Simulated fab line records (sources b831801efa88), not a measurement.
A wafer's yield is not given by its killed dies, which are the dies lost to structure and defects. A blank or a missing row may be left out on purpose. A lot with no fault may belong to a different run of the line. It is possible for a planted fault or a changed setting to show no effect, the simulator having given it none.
Chamber matching -- flow sfq-line -- pecvd-04 running SFQ_TRILAYER_I1_DEP_PECVD_045: 3 sister chambers
The step deposits SiO2 from SiH4/N2O, time 111.11 s, target thk 500 nm. 16 wafers are shown with their chamber, then 8 later ones without.

== EACH WAFER AND ITS CHAMBER ==
wafer,chamber,throttle-valve-pct (%),heater-power-w (W)
L730.1,2,23.8,112
L730.5,1,25.1,70
L730.6,0,27.1,58
L731.1,1,25.1,71
L731.2,2,23.6,115
L731.6,0,27.4,68
L732.3,1,25.2,66
L732.4,2,23.7,96
L732.6,0,27.3,74
L733.1,1,25.3,72
L733.3,2,24.1,110
L733.4,1,25.1,73
L736.2,0,27.2,64
L736.3,2,23.6,114
L736.4,0,27.2,67
L737.2,0,27.4,68

SIGNATURES (means of the wafers above)
reading,chamber 0,chamber 1,chamber 2,scatter within a chamber
throttle-valve-pct,27.267,25.160,23.760,0.146
heater-power-w,66.50,70.40,109.40,5.6
Rule: a wafer lies at a distance from a chamber equal to the root of the sum of squares, over the readings, of (its reading less the chamber's mean, divided by the reading's scatter). If the next closest chamber is less than 2 further off than the closest, the wafer can't be placed; otherwise it belongs to the closest. The scatter: take each reading less its chamber's mean, square it, sum over the shown wafers, divide by the number of wafers less the number of chambers, and take the root.

== WAFERS WHOSE CHAMBER IS MISSING ==
wafer,throttle-valve-pct (%),heater-power-w (W)
L737.3,25.6,69
L737.5,27.7,71
L739.2,25.0,70
L739.5,27.3,64
L739.6,23.9,111
L741.2,25.4,63
L741.3,27.5,63
L741.4,25.2,67

== WHICH CHAMBER EACH ONE RAN IN ==
wafer,from the rows above,in truth
L737.3,1,1
L737.5,0,0
L739.2,1,1
L739.5,0,0
L739.6,2,2
L741.2,1,1
L741.3,0,0
L741.4,1,1
Correctly placed: 8 of 8. Can't be placed from these rows: 0. Number placed wrongly: 0.
